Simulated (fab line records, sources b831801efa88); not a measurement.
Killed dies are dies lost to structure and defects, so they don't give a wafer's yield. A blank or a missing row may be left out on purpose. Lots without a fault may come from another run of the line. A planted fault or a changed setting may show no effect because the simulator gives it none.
fab line records | flow sfq_line | part 1 of 2: steps 1 to 24 of 33
record lots=5 wafers=15 last_day=83
route steps=325 shown M4@162 I4@163 JJ@178
lots that met no fault: from a run of the same line without faults
start_h: hours from the record's first day to the start of the lot's first wafer shown | wait_h: hours since the lot's step before | " the same as in the row above | L1.1+2: a row that stands for several wafers | - no value, or no start given | * or withheld: withheld | < > ~ a bound
route shown NAME@n: a module of which the file shows steps, and the number in the route of the first | usual: mean/standard deviation of fault-free wafers | same: alike in all rows | chamber/n: place in a boat | sites: the reading at each site | _std_site: their standard deviation | _edge_site: outer sites' mean less inner sites' | radius_mm: how far each site lies from the wafer's centre | mask NAME#n: copy n | behind: the tool/chamber that last shaped the wafer | hold: why the lot was held/for how many hours/how that ended | device: the transistor (n, p or np) that didn't switch | end of line: the same wafers' tests at the end of the route | a step without rows: its recipe alone | killed: dies lost to structure and defects at the first sort, not the wafer's yield | map: a wafer's dies, x killed, . not, _ none there
set.NAME: the setting as run; set.NAME@STEP: as run at that earlier step | model.NAME: the simulator's own value behind a step, which no gauge read
lots at some steps of the route; a table a step, a row a wafer
services: from which hour (start_h, from the record's first day; less than 0 if before it) a tool's chamber was out of use, for how many hours, and why
## steps
# step SFQ_TRILAYER_M4_STRIP_SOLV_CLEAN_098
# recipe chemistry=NMP temp_c=70 time_s=600
# columns lot.wafer tool chamber start_h wait_h
L081.2+3+4 wet_bench-01 5,6,1 1076.64 0.8
L087.2+3+4 wet_bench-02 2,1,7 1120.10 0.4
L091.1+4+6 wet_bench-04 1,5,3 1159.65 0.4
L094.1+4+6 wet_bench-02 7,0,1 1183.78 0.4
L097.1+2+3 wet_bench-02 3,4,2 1199.50 0.4
# step SFQ_TRILAYER_I4_DEP_PECVD_099
# recipe material=SiO2 temp_c=150 time_s=111.11 pressure_torr=2.4 rf_w=183.3 precursor=SiH4/N2O target_thk_nm=500
# usual chamber_pressure_Torr=2.400/0.0052 heater_power_w=79/14 throttle_valve_pct=24.4/1.2
# columns lot.wafer tool chamber start_h wait_h chamber_pressure_Torr heater_power_w throttle_valve_pct
L081.2 pecvd-04 2 1076.82 0.0 2.406 68 26.8
L081.3 " 1 " " 2.395 89 24.1
L081.4 " 0 " " 2.405 64 24.3
L087.2 pecvd-04 0 1120.28 0.0 2.395 68 24.6
L087.3 " 1 " " 2.406 85 24.0
L087.4 " 0 " " 2.403 72 24.9
L091.1 pecvd-03 1 1159.83 0.0 2.404 80 22.6
L091.4 " 2 " " 2.405 71 24.3
L091.6 " 1 " " 2.402 67 22.4
L094.1 pecvd-01 2 1183.97 0.0 2.401 62 25.2
L094.4 " 2 " " 2.400 47 25.5
L094.6 " 0 " " 2.405 111 24.7
L097.1 pecvd-01 1 1199.69 0.0 2.390 81 23.6
L097.2 " 2 " " 2.400 57 25.6
L097.3 " 0 " " 2.402 100 24.6
# step SFQ_TRILAYER_I4_CMP_CMP_100
# recipe material=SiO2 down_force_psi=3 platen_rpm=60 pad_velocity_m_s=0.94248
# usual motor_current_A=10.7/0.64 retaining_ring_pressure_frac=1.000/0.0049 time_to_endpoint_s=217/6.4
# columns lot.wafer tool chamber start_h wait_h motor_current_A retaining_ring_pressure_frac time_to_endpoint_s
L081.3 cmp-02 3 1077.31 0.5 11.4 0.995 220
L081.2 " 1 1078.31 1.5 9.8 1.008 211
L081.4 " 2 " " 12.1 1.006 226
L087.4 cmp-02 3 1122.64 2.3 11.0 0.996 218
L087.3 " 1 1123.64 3.3 9.7 1.007 223
L087.2 " 2 " " 11.9 1.009 217
L091.1 cmp-02 1 1166.44 6.6 10.7 0.994 220
L091.4 " 2 " " 12.1 1.003 221
L091.6 " 1 1168.44 8.5 10.1 1.000 225
L094.4 cmp-02 3 1192.94 8.9 11.0 1.006 219
L094.1 " 0 " " 10.3 1.002 215
L094.6 " 0 1195.44 11.4 10.1 1.003 220
L097.1 cmp-02 3 1205.44 5.7 11.0 0.997 210
L097.2 " 0 " " 10.3 1.002 218
L097.3 " 1 " " 9.6 0.999 219
# step SFQ_I4_BOW_MEAS_927
# recipe mode=bow
# usual I4_BOW=3/7.8
# columns lot.wafer tool chamber start_h wait_h I4_BOW[um]
L081.2 film_metro-01 - 1080.33 1.5 4
L081.3 " - " " -3
L081.4 " - " " -9
L087.2 film_metro-01 - 1125.66 1.0 11
L087.3 " - " " 1
L087.4 " - " " 15
L091.1 film_metro-01 - 1168.94 2.0 19
L091.4 " - " " 5
L091.6 " - " " 11
L094.1 film_metro-03 - 1195.94 2.0 11
L094.4 " - " " 29
L094.6 " - " " 2
L097.1 film_metro-03 - 1207.94 2.0 3
L097.2 " - " " 9
L097.3 " - " " 5
# step SFQ_TRILAYER_I4_METRO_MEASURE_101
# usual thk_nm=200.0/0.95
# columns lot.wafer tool chamber start_h wait_h thk_nm
L081.2 film_metro-01 - 1080.63 0.3 200.1
L081.3 " - " " 199.0
L081.4 " - " " 199.5
L087.2 film_metro-01 - 1125.96 0.3 200.1
L087.3 " - " " 200.7
L087.4 " - " " 200.1
L091.1 film_metro-01 - 1169.06 0.1 199.1
L091.4 " - " " 199.5
L091.6 " - " " 200.3
L094.1 film_metro-03 - 1196.06 0.1 200.3
L094.4 " - " " 199.6
L094.6 " - " " 199.1
L097.1 film_metro-03 - 1208.06 0.1 198.4
L097.2 " - " " 199.7
L097.3 " - " " 200.2
# step SFQ_TRILAYER_I4_VIA_LITHO_COAT_108
# recipe resist=BARC spin_rpm=3000 resist_thk_nm=62
# usual exhaust_pa=44.8/0.8
# columns lot.wafer tool chamber start_h wait_h exhaust_pa
L081.2 litho_track-01 0 1081.68 0.8 45.2
L081.3 " 0 " " 44.6
L081.4 " 0 " " 45.7
L087.2 litho_track-01 0 1127.01 0.8 43.5
L087.3 " 0 " " 43.5
L087.4 " 0 " " 44.0
L091.1 litho_track-02 0 1170.26 1.0 43.8
L091.4 " 0 " " 43.3
L091.6 " 0 " " 45.1
L094.1 litho_track-03 0 1197.26 1.0 44.1
L094.4 " 0 " " 44.3
L094.6 " 0 " " 44.0
L097.1 litho_track-02 0 1209.26 1.0 44.6
L097.2 " 0 " " 43.6
L097.3 " 0 " " 44.0
# step SFQ_TRILAYER_I4_VIA_LITHO_COAT_103
# recipe resist=KrF spin_rpm=3000 resist_thk_nm=650
# usual exhaust_pa=45.3/1
# columns lot.wafer tool chamber start_h wait_h exhaust_pa
L081.2 litho_track-01 0 1081.98 0.2 44.1
L081.3 " 0 " " 44.3
L081.4 " 0 " " 44.9
L087.2 litho_track-01 0 1127.31 0.2 46.9
L087.3 " 0 " " 46.6
L087.4 " 0 " " 44.9
L091.1 litho_track-02 0 1170.56 0.2 46.7
L091.4 " 0 " " 46.8
L091.6 " 0 " " 45.9
L094.1 litho_track-03 0 1197.56 0.2 45.8
L094.4 " 0 " " 45.3
L094.6 " 0 " " 45.2
L097.1 litho_track-02 0 1209.56 0.2 45.0
L097.2 " 0 " " 45.1
L097.3 " 0 " " 46.2
# step SFQ_TRILAYER_I4_VIA_LITHO_SOFTBAKE_107
# recipe temp_c=withheld time_s=withheld resist=KrF
# usual exhaust_pa=44.8/0.74
# columns lot.wafer tool chamber start_h wait_h exhaust_pa
L081.2 litho_track-01 0 1082.26 0.2 45.6
L081.3 " 0 " " 45.2
L081.4 " 0 " " 45.0
L087.2 litho_track-01 0 1127.58 0.2 44.1
L087.3 " 0 " " 44.6
L087.4 " 0 " " 44.4
L091.1 litho_track-02 0 1170.86 0.2 44.1
L091.4 " 0 " " 43.4
L091.6 " 0 " " 44.3
L094.1 litho_track-03 0 1197.86 0.2 45.5
L094.4 " 0 " " 44.9
L094.6 " 0 " " 44.4
L097.1 litho_track-02 0 1209.86 0.2 45.3
L097.2 " 0 " " 44.9
L097.3 " 0 " " 44.7
# step SFQ_TRILAYER_I4_VIA_LITHO_EXPOSE_104
# recipe mask_id=I4 na=0.6 source_shape=conventional sigma_outer=0.65 target_cd_nm=700 dose_mj=21.3
# usual focus_offset_nm=0.0/0.51
# columns lot.wafer tool chamber start_h wait_h mask focus_offset_nm
L081.2 krf_scanner-02 0 1221.38 - I4#0 0.0
L081.3 " 0 " " I4#0 0.2
L081.4 " 0 " " I4#0 -0.3
L087.2 krf_scanner-01 0 1262.58 - I4#0 -0.1
L087.3 " 0 " " I4#0 -0.8
L087.4 " 0 " " I4#0 0.9
L091.1 krf_scanner-01 0 1294.78 - I4#0 0.0
L091.4 " 0 " " I4#0 0.1
L091.6 " 0 " " I4#0 -0.5
L094.1 krf_scanner-02 0 1318.55 - I4#0 -0.1
L094.4 " 0 " " I4#0 0.4
L094.6 " 0 " " I4#0 0.4
L097.1 krf_scanner-02 0 1326.95 - I4#0 0.2
L097.2 " 0 " " I4#0 0.6
L097.3 " 0 " " I4#0 0.1
# step SFQ_TRILAYER_I4_VIA_LITHO_PEB_106
# recipe peb_temp_c=115 peb_time_s=60 resist=KrF
# usual exhaust_pa=44.8/0.91
# columns lot.wafer tool chamber start_h wait_h exhaust_pa
L081.2 litho_track-01 0 1222.41 0.8 45.0
L081.3 " 0 " " 43.8
L081.4 " 0 " " 45.8
L087.2 litho_track-02 0 1263.61 0.8 43.9
L087.3 " 0 " " 44.7
L087.4 " 0 " " 44.9
L091.1 litho_track-02 0 1295.98 1.0 45.7
L091.4 " 0 " " 45.3
L091.6 " 0 " " 44.8
L094.1 litho_track-01 0 1319.75 1.0 46.0
L094.4 " 0 " " 44.9
L094.6 " 0 " " 46.6
L097.1 litho_track-02 0 1328.15 1.0 44.5
L097.2 " 0 " " 43.9
L097.3 " 0 " " 44.4
# step SFQ_TRILAYER_I4_VIA_LITHO_DEVELOP_105
# recipe time_s=60 resist=KrF
# usual exhaust_pa=45.0/0.96
# columns lot.wafer tool chamber start_h wait_h exhaust_pa
L081.2 litho_track-01 0 1222.56 0.1 45.2
L081.3 " 0 " " 44.8
L081.4 " 0 " " 44.5
L087.2 litho_track-02 0 1263.76 0.1 44.2
L087.3 " 0 " " 44.0
L087.4 " 0 " " 44.6
L091.1 litho_track-02 0 1296.13 0.1 45.2
L091.4 " 0 " " 45.8
L091.6 " 0 " " 46.1
L094.1 litho_track-01 0 1319.90 0.1 44.9
L094.4 " 0 " " 44.3
L094.6 " 0 " " 44.5
L097.1 litho_track-02 0 1328.30 0.1 45.7
L097.2 " 0 " " 44.0
L097.3 " 0 " " 43.8
# step SFQ_I4_OVL_MEAS_928
# usual I4_OVL=-2/5.4
# columns lot.wafer tool chamber start_h wait_h I4_OVL[nm]
L081.2 overlay-01 - 1222.69 0.1 -5
L081.3 " - " " -8
L081.4 " - " " -6
L087.2 overlay-01 - 1263.89 0.1 1
L087.3 " - " " -4
L087.4 " - " " 0
L091.1 overlay-01 - 1296.28 0.1 -4
L091.4 " - " " -7
L091.6 " - " " -11
L094.1 overlay-02 - 1320.05 0.1 2
L094.4 " - " " 1
L094.6 " - " " -1
L097.1 overlay-01 - 1328.45 0.1 -7
L097.2 " - " " -5
L097.3 " - " " -1
# step SFQ_TRILAYER_I4_VIA_BARC_OPEN_VIA_ETCH_146
# recipe mask_material=PR chemistry=O2 target_depth_nm=125 target=BARC source_w=500 bias_w=80 pressure_mtorr=30 time_s=41.7
# usual chamber_pressure_mTorr=29.99/0.037 drypump_motor_current_A=5.6/0.41 oes_product_au=0.685/0.0044
# columns lot.wafer tool chamber start_h wait_h chamber_pressure_mTorr drypump_motor_current_A oes_product_au rf_hours_counter_h
L081.2 rie_diel-03 0 1222.72 0.0 29.97 6.3 0.686 4
L081.3 " 3 " " 29.97 5.8 0.677 20
L081.4 " 2 " " 30.01 5.4 0.688 6
L087.2 rie_diel-04 0 1263.92 0.0 30.00 6.1 0.690 4
L087.3 " 2 " " 30.02 5.6 0.681 17
L087.4 " 1 " " 30.02 4.8 0.691 17
L091.1 rie_diel-02 2 1296.32 0.0 29.98 5.6 0.685 22
L091.4 " 1 " " 30.02 5.1 0.688 13
L091.6 " 2 " " 30.00 5.6 0.691 -
L094.1 rie_diel-03 2 1320.08 0.0 30.03 5.4 0.684 8
L094.4 " 1 " " 30.01 5.5 0.689 -
L094.6 " 0 " " 30.01 6.3 0.680 -
L097.1 rie_diel-03 2 1328.48 0.0 29.99 5.5 0.683 8
L097.2 " 0 " " 29.98 6.3 0.688 7
L097.3 " 1 " " 29.97 5.5 0.680 9
# step SFQ_TRILAYER_I4_VIA_ETCH_VIA_ETCH_106
# recipe target=SiO2 stop_on=Nb mask_material=PR taper_deg=20 chemistry=CHF3 target_depth_nm=260 source_w=500 bias_w=80 pressure_mtorr=30 time_s=withheld
# usual chamber_pressure_mTorr=30.00/0.031 drypump_motor_current_A=5.6/0.41 oes_product_au=0.855/0.0052
# columns lot.wafer tool chamber start_h wait_h chamber_pressure_mTorr drypump_motor_current_A oes_product_au
L081.2 rie_diel-03 0 1222.76 0.0 30.02 6.3 0.844
L081.3 " 3 " " 29.98 5.7 0.852
L081.4 " 2 " " 30.02 5.4 0.845
L087.2 rie_diel-04 0 1263.96 0.0 30.05 6.1 0.862
L087.3 " 2 " " 29.97 5.5 0.860
L087.4 " 1 " " 29.99 4.9 0.861
L091.1 rie_diel-02 2 1296.36 0.0 30.02 5.6 0.854
L091.4 " 1 " " 29.97 5.1 0.850
L091.6 " 2 " " 30.01 5.6 0.855
L094.1 rie_diel-03 2 1320.12 0.0 30.01 5.4 0.853
L094.4 " 1 " " 30.01 5.5 0.854
L094.6 " 0 " " 30.02 6.3 0.850
L097.1 rie_diel-03 2 1328.52 0.0 29.98 5.4 0.850
L097.2 " 0 " " 30.00 6.3 0.857
L097.3 " 1 " " 29.99 5.6 0.856
# step SFQ_TRILAYER_I4_VIA_STRIP_STRIP_107
# recipe gas=O2 power_w=200 platen_temp_c=40 overash_fraction=0.65 chemistry=O2 pressure_mtorr=50
# usual chamber_pressure_mTorr=50.01/0.044 drypump_motor_current_A=5.8/0.55 oes_product_au=0.995/0.0093
# same overash_fraction=0.65
# columns lot.wafer tool chamber start_h wait_h chamber_pressure_mTorr drypump_motor_current_A oes_product_au rf_hours_counter_h
L081.2 rie_metal-02 1 1222.87 - 49.99 5.9 0.981 0
L081.3 " 1 " " 50.04 5.9 0.983 -
L081.4 " 0 " " 49.93 6.6 0.993 -
L087.2 rie_metal-02 1 1264.07 - 50.00 5.9 0.983 8
L087.3 " 0 " " 50.01 6.6 0.990 -
L087.4 " 1 " " 50.09 6.0 0.988 -
L091.1 rie_metal-04 0 1296.47 - 49.97 6.2 0.994 5
L091.4 " 1 " " 50.02 5.3 1.011 -
L091.6 " 1 " " 50.02 5.3 1.013 -
L094.1 rie_metal-03 1 1320.24 - 49.99 5.0 0.997 106
L094.4 " 0 " " 49.98 5.9 0.996 -
L094.6 " 0 " " 50.05 5.9 1.011 -
L097.1 rie_metal-02 1 1328.64 - 49.99 6.0 0.989 19
L097.2 " 0 " " 49.95 6.6 0.985 104
L097.3 " 1 " " 50.07 6.0 0.984 -
# step SFQ_TRILAYER_I4_VIA_STRIP_SOLV_CLEAN_108
# recipe chemistry=NMP temp_c=70 time_s=600
# columns lot.wafer tool chamber start_h wait_h
L081.2+3+4 wet_bench-04 5,7,2 1223.47 0.4
L087.2+3+4 wet_bench-03 1,2,3 1264.67 0.4
L091.1+4+6 wet_bench-02 3,4,6 1297.07 0.4
L094.1+4+6 wet_bench-02 3,0,2 1320.84 0.4
L097.1+2+3 wet_bench-04 0,5,1 1329.24 0.4
# step SFQ_TRILAYER_JJ_TRILAYER_DEP_PRE_CLEAN_113
# recipe gas=Ar time_s=22.5 bias_v=250
# columns lot.wafer tool chamber start_h wait_h
L081.2+3+4 pvd_sputter-04 - 1223.65 0.0
L087.2+3+4 pvd_sputter-05 - 1264.85 0.0
L091.1+4+6 pvd_sputter-06 - 1297.26 0.0
L094.1+4+6 pvd_sputter-04 - 1321.03 0.0
L097.1+2+3 pvd_sputter-05 - 1329.41 0.0
# step SFQ_TRILAYER_JJ_TRILAYER_DEP_SPUTTER_109
# recipe material=Nb base_pressure_pa=1.33e-06 chamber_pressure_pa=0.1333 substrate_temp_c=20 target_thk_nm=150 power_w=2000 time_s=100
# usual throttle_valve_pct=29.7/0.92
# columns lot.wafer tool chamber start_h wait_h throttle_valve_pct
L081.2 pvd_sputter-04 - 1223.68 0.0 30.1
L081.3 " - " " 29.1
L081.4 " - " " 28.8
L087.2 pvd_sputter-05 - 1264.88 0.0 31.4
L087.3 " - " " 28.4
L087.4 " - " " 30.1
L091.1 pvd_sputter-06 - 1297.29 0.0 29.3
L091.4 " - " " 29.3
L091.6 " - " " 29.8
L094.1 pvd_sputter-04 - 1321.06 0.0 29.9
L094.4 " - " " 30.3
L094.6 " - " " 30.0
L097.1 pvd_sputter-05 - 1329.44 0.0 31.5
L097.2 " - " " 31.5
L097.3 " - " " 28.5
# step SFQ_TRILAYER_JJ_TRILAYER_DEP_SPUTTER_110
# recipe material=Al base_pressure_pa=1.33e-06 target_thk_nm=8 power_w=500 time_s=10 chamber_pressure_pa=0.4
# usual throttle_valve_pct=29.7/0.94
# columns lot.wafer tool chamber start_h wait_h throttle_valve_pct
L081.2 pvd_sputter-04 - 1223.75 0.0 30.1
L081.3 " - " " 29.2
L081.4 " - " " 28.8
L087.2 pvd_sputter-05 - 1264.95 0.0 31.5
L087.3 " - " " 28.3
L087.4 " - " " 30.0
L091.1 pvd_sputter-06 - 1297.36 0.0 29.2
L091.4 " - " " 29.1
L091.6 " - " " 30.1
L094.1 pvd_sputter-04 - 1321.13 0.0 30.1
L094.4 " - " " 30.4
L094.6 " - " " 30.2
L097.1 pvd_sputter-05 - 1329.51 0.0 31.3
L097.2 " - " " 31.8
L097.3 " - " " 28.2
# step SFQ_TRILAYER_JJ_TRILAYER_DEP_AL_OXIDATION_111
# recipe pressure_mbar=0.014667 oxidation_time_s=600 temperature_k=293
# columns lot.wafer tool chamber start_h wait_h
L081.2+3+4 pvd_sputter-04 - 1223.77 0.0
L087.2+3+4 pvd_sputter-05 - 1264.97 0.0
L091.1+4+6 pvd_sputter-06 - 1297.39 0.0
L094.1+4+6 pvd_sputter-04 - 1321.15 0.0
L097.1+2+3 pvd_sputter-05 - 1329.53 0.0
# step SFQ_TRILAYER_JJ_TRILAYER_DEP_SPUTTER_112
# recipe material=Nb base_pressure_pa=1.33e-06 chamber_pressure_pa=0.1333 substrate_temp_c=20 target_thk_nm=170 power_w=2000 time_s=113.3
# usual throttle_valve_pct=29.7/0.92
# columns lot.wafer tool chamber start_h wait_h throttle_valve_pct
L081.2 pvd_sputter-04 - 1224.77 0.5 30.0
L081.3 " - " " 29.4
L081.4 " - " " 29.0
L087.2 pvd_sputter-05 - 1265.97 0.5 31.5
L087.3 " - " " 28.5
L087.4 " - " " 29.9
L091.1 pvd_sputter-06 - 1298.39 0.5 29.1
L091.4 " - " " 29.1
L091.6 " - " " 30.1
L094.1 pvd_sputter-04 - 1322.15 0.5 30.2
L094.4 " - " " 30.5
L094.6 " - " " 29.9
L097.1 pvd_sputter-05 - 1330.53 0.5 31.4
L097.2 " - " " 31.8
L097.3 " - " " 28.3
# step SFQ_JJ_RS_MEAS_929
# recipe thk_meas_gauge=four-point-probe reads=Nb_of_TRILAYER_JJ_TRILAYER_DEP_SPUTTER_112
# usual JJ_NB_RS=1.051/0.0085
# columns lot.wafer tool chamber start_h wait_h JJ_NB_RS[ohm/sq]
L081.2 film_metro-03 - 1224.87 0.1 1.061
L081.3 " - " " 1.058
L081.4 " - " " 1.063
L087.2 film_metro-02 - 1266.07 0.1 1.047
L087.3 " - " " 1.050
L087.4 " - " " 1.050
L091.1 film_metro-04 - 1298.47 0.0 1.060
L091.4 " - " " 1.066
L091.6 " - " " 1.062
L094.1 film_metro-02 - 1322.23 0.0 1.053
L094.4 " - " " 1.049
L094.6 " - " " 1.050
L097.1 film_metro-02 - 1330.61 0.0 1.063
L097.2 " - " " 1.051
L097.3 " - " " 1.056
# step SFQ_TRILAYER_JJ_CE_LITHO_COAT_119
# recipe resist=BARC spin_rpm=3000 resist_thk_nm=62
# usual exhaust_pa=45.2/0.79
# columns lot.wafer tool chamber start_h wait_h exhaust_pa
L081.2 litho_track-04 0 1225.08 0.1 45.5
L081.3 " 0 " " 45.0
L081.4 " 0 " " 45.8
L087.2 litho_track-04 0 1266.28 0.1 44.6
L087.3 " 0 " " 45.0
L087.4 " 0 " " 44.3
L091.1 litho_track-04 0 1298.65 0.1 44.6
L091.4 " 0 " " 45.1
L091.6 " 0 " " 44.3
L094.1 litho_track-04 0 1322.41 0.1 46.0
L094.4 " 0 " " 45.4
L094.6 " 0 " " 46.3
L097.1 litho_track-01 0 1330.79 0.1 44.3
L097.2 " 0 " " 45.1
L097.3 " 0 " " 46.1
# step SFQ_TRILAYER_JJ_CE_LITHO_COAT_114
# recipe resist=KrF spin_rpm=3000 resist_thk_nm=600
# usual exhaust_pa=45.0/0.91
# columns lot.wafer tool chamber start_h wait_h exhaust_pa
L081.2 litho_track-04 0 1225.38 0.2 45.7
L081.3 " 0 " " 45.4
L081.4 " 0 " " 43.9
L087.2 litho_track-04 0 1266.58 0.2 45.4
L087.3 " 0 " " 44.8
L087.4 " 0 " " 45.3
L091.1 litho_track-04 0 1298.95 0.2 45.1
L091.4 " 0 " " 45.6
L091.6 " 0 " " 44.8
L094.1 litho_track-04 0 1322.71 0.2 45.2
L094.4 " 0 " " 45.5
L094.6 " 0 " " 44.6
L097.1 litho_track-01 0 1331.09 0.2 45.1
L097.2 " 0 " " 45.1
L097.3 " 0 " " 45.6
